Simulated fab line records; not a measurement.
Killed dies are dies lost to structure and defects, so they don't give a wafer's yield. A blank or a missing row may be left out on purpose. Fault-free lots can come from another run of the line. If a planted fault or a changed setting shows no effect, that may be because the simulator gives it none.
Which tool is to blame? -- flow gf180mcu -- Sampling: 10 lots, 30 wafers, 6 of 602 route steps

WHAT THE GAUGES READ, wafer by wafer
GF_HV_LDD_CD_MEAS_07 targets a cd of 400 nm.
lot,measured,on,cd_nm (nm)
L628,day 11 05:59,cd_sem-02,399.3 398.9 399.1
L631,day 12 05:26,cd_sem-01,400.6 402.8 404.0
L634,day 13 05:59,cd_sem-02,395.5 398.2 398.6
L638,day 14 08:35,cd_sem-01,403.6 402.9 402.5
L641,day 15 08:43,cd_sem-01,392.9 394.4 393.1
L642,day 15 11:10,cd_sem-02,399.0 399.4 396.3
L643,day 15 15:44,cd_sem-01,399.9 398.7 399.4
L644,day 15 23:32,cd_sem-02,398.9 399.8 401.0
L646,day 17 04:46,cd_sem-01,398.8 396.4 397.0
L647,day 17 07:01,cd_sem-02,399.9 401.8 400.5

GF_HV_LDD_TW_MEAS_23.
lot,measured,on,HV_LDD_2_TW
L628,day 12 00:25,film_metro-03,1062 1061 1064
L631,day 13 01:52,film_metro-03,1065 1067 1075
L634,day 14 03:25,film_metro-02,1049 1048 1048
L638,day 15 06:35,film_metro-04,1067 1061 1068
L641,day 16 08:02,film_metro-02,30 30 30
L642,day 16 10:04,film_metro-03,30 30 30
L643,day 16 13:47,film_metro-02,30 30 30
L644,day 16 21:56,film_metro-04,1063 1061 1061
L646,day 18 04:58,film_metro-04,1072 1067 1068
L647,day 18 06:34,film_metro-03,1054 1053 1045

WHICH TOOL RAN EACH LOT (tool, then ch and the chambers of the sampled wafers, then the start)
lot,GF_VT_IMPLANT_STRIP_42,GF_DUAL_GATE_STRIP_13,GF_HV_LDD_STRIP_10,GF_HV_LDD_STRIP_22
L628,"plasma_asher-04 ch 0,1, day 8 16:00","plasma_asher-03 ch 0,1, day 9 12:32","plasma_asher-03 ch 0,1, day 11 06:17","plasma_asher-03 ch 0,1, day 12 00:19"
L631,"plasma_asher-04 ch 0,1, day 9 15:20","plasma_asher-03 ch 0,1, day 10 11:29","plasma_asher-02 ch 0,1, day 12 05:44","plasma_asher-02 ch 0,1, day 13 01:46"
L634,"plasma_asher-01 ch 0,1, day 10 09:39","plasma_asher-01 ch 0,1, day 11 06:17","plasma_asher-02 ch 0,1, day 13 06:17","plasma_asher-03 ch 0,1, day 14 03:19"
L638,"plasma_asher-01 ch 0,1, day 11 11:13","plasma_asher-03 ch 0,1, day 12 10:28","plasma_asher-02 ch 0,1, day 14 08:52","plasma_asher-02 ch 0,1, day 15 06:30"
L641,"plasma_asher-01 ch 0,1, day 12 09:14","plasma_asher-04 ch 0,1, day 13 08:02","plasma_asher-02 ch 0,1, day 15 08:59","plasma_asher-04 ch 0,1, day 16 07:56"
L642,"plasma_asher-04 ch 0,1, day 12 12:37","plasma_asher-04 ch 0,1, day 13 11:20","plasma_asher-03 ch 0,1, day 15 11:28","plasma_asher-04 ch 0,1, day 16 09:58"
L643,"plasma_asher-04 ch 0,1, day 12 19:07","plasma_asher-04 ch 0, day 13 17:29","plasma_asher-02 ch 0,1, day 15 16:01","plasma_asher-03 ch 0,1, day 16 13:40"
L644,"plasma_asher-04 ch 0,1, day 13 00:44","plasma_asher-04 ch 0,1, day 13 23:38","plasma_asher-03 ch 0,1, day 15 23:50","plasma_asher-04 ch 0,1, day 16 21:49"
L646,"plasma_asher-04 ch 0,1, day 14 01:17","plasma_asher-01 ch 0,1, day 15 01:15","plasma_asher-02 ch 0,1, day 17 05:04","plasma_asher-04 ch 0,1, day 18 04:52"
L647,"plasma_asher-02 ch 0,1, day 14 05:23","plasma_asher-01 ch 0,1, day 15 05:29","plasma_asher-03 ch 0,1, day 17 07:19","plasma_asher-02 ch 0,1, day 18 06:28"
- GF_VT_IMPLANT_STRIP_42: strips in O2/N2.
- GF_DUAL_GATE_STRIP_13: strips in O2/N2.
- GF_HV_LDD_STRIP_10: strips in O2/N2.
- GF_HV_LDD_STRIP_22: strips in O2/N2.

WHAT THE TOOLS THEMSELVES READ (means of the sampled wafers that have a number; where no wafer has one, the mark that the record gives instead)
GF_VT_IMPLANT_STRIP_42.
lot,tool,chamber_pressure_mTorr (mTorr),drypump_motor_current_A (A),heater_power_w (W),n2_flow_sccm (sccm),oes_product_au (a.u.),strip_time_to_endpoint_s (s)
L628,plasma_asher-04,1498.8,6.0,302,299.8,0.716,12.70
L631,plasma_asher-04,1499.9,6.0,304,300.7,0.720,12.60
L634,plasma_asher-01,1499.7,6.0,359,299.8,0.718,12.65
L638,plasma_asher-01,1500.0,6.0,354,300.0,0.716,12.60
L641,plasma_asher-01,1500.4,5.9,369,301.1,0.720,12.68
L642,plasma_asher-04,1499.9,5.7,300,299.5,0.720,12.67
L643,plasma_asher-04,1500.6,5.7,295,298.5,0.720,12.67
L644,plasma_asher-04,1499.3,5.7,294,300.6,0.717,12.62
L646,plasma_asher-04,1500.0,6.1,300,300.3,0.714,12.66
L647,plasma_asher-02,1499.4,6.0,334,299.5,0.714,12.62

GF_DUAL_GATE_STRIP_13.
lot,tool,chamber_pressure_mTorr (mTorr),drypump_motor_current_A (A),heater_power_w (W),n2_flow_sccm (sccm),oes_product_au (a.u.),strip_time_to_endpoint_s (s)
L628,plasma_asher-03,1498.7,6.2,364,299.0,0.716,12.57
L631,plasma_asher-03,1500.5,6.2,360,300.5,0.714,12.64
L634,plasma_asher-01,1499.5,6.0,362,300.4,0.714,12.61
L638,plasma_asher-03,1500.1,6.2,364,300.1,0.716,12.64
L641,plasma_asher-04,1500.3,6.1,303,300.4,0.719,12.67
L642,plasma_asher-04,1499.6,5.6,296,299.0,0.716,12.61
L643,plasma_asher-04,1500.1,6.4,311,301.8,0.712,12.60
L644,plasma_asher-04,1501.2,6.1,303,299.6,0.716,12.68
L646,plasma_asher-01,1502.6,6.0,362,299.6,0.714,12.59
L647,plasma_asher-01,1499.9,5.9,364,300.2,0.715,12.64

GF_HV_LDD_STRIP_10.
lot,tool,chamber_pressure_mTorr (mTorr),drypump_motor_current_A (A),heater_power_w (W),n2_flow_sccm (sccm),oes_product_au (a.u.),strip_time_to_endpoint_s (s)
L628,plasma_asher-03,1500.7,6.2,344,300.1,0.717,12.64
L631,plasma_asher-02,1500.3,5.9,337,300.0,0.716,12.64
L634,plasma_asher-02,1499.9,6.0,337,300.1,0.716,12.68
L638,plasma_asher-02,1500.4,5.9,333,300.3,0.716,12.64
L641,plasma_asher-02,-,-,-,-,-,-
L642,plasma_asher-03,-,-,-,-,-,-
L643,plasma_asher-02,-,-,-,-,-,-
L644,plasma_asher-03,1501.6,6.2,365,299.7,0.710,12.61
L646,plasma_asher-02,1500.0,5.9,329,300.0,0.713,12.67
L647,plasma_asher-03,1498.8,6.3,345,299.4,0.717,12.63

GF_HV_LDD_STRIP_22.
lot,tool,chamber_pressure_mTorr (mTorr),drypump_motor_current_A (A),heater_power_w (W),n2_flow_sccm (sccm),oes_product_au (a.u.),strip_time_to_endpoint_s (s)
L628,plasma_asher-03,1499.3,6.3,340,300.6,0.716,12.561
L631,plasma_asher-02,1500.2,6.0,339,301.0,0.715,12.635
L634,plasma_asher-03,1499.0,6.3,352,298.9,0.715,12.614
L638,plasma_asher-02,1501.6,5.9,334,300.6,0.720,12.611
L641,plasma_asher-04,1499.6,5.7,297,300.2,0.722,27.552
L642,plasma_asher-04,1499.9,5.7,293,299.7,0.719,27.539
L643,plasma_asher-03,1499.6,6.3,343,299.3,0.719,27.659
L644,plasma_asher-04,1500.4,5.6,291,300.5,0.713,12.619
L646,plasma_asher-04,1500.1,6.0,304,299.2,0.718,12.603
L647,plasma_asher-02,1500.7,5.9,330,299.6,0.719,12.614

THE ANSWER, worked out from the rows above alone
Rule: usual is defined by the lots themselves. The widest of any qualifying gaps counts: lots, ordered by their means at a reading, are off when they make up no more than a third of the lots, leave a main group of 4 or more, and stand apart from it by 3 or more times the standard deviation of that group's means. The tables above print the reading to a certain number of digits; a main group whose means all agree to those digits is not used. A lot without any number at a reading at which 4 lots or more have one is off too. Any other lot the step has rows for is counted as sound. The gauges are gone through in route order, then the tools' own readings, and for those a lot's mean is taken as printed above. At the first step where some lot is off, the reading lying furthest off is the one used; lots without a number count as furthest.
Off: L641, L642, L643, at GF_HV_LDD_TW_MEAS_23 (HV_LDD_2_TW). The main group has a mean of 1061 with a standard deviation of 7.7.
A tool fits if, at a process step before that reading, it ran every lot that is off, and no sound lot after the first of them. The gauges at GF_HV_LDD_TW_MEAS_23 aren't tried: what is off there is off at GF_HV_LDD_STRIP_10 too, on other tools, and a gauge's error can't cause that. No candidate that was tried fits.

WHAT WAS PUT IN BY THE SIMULATOR
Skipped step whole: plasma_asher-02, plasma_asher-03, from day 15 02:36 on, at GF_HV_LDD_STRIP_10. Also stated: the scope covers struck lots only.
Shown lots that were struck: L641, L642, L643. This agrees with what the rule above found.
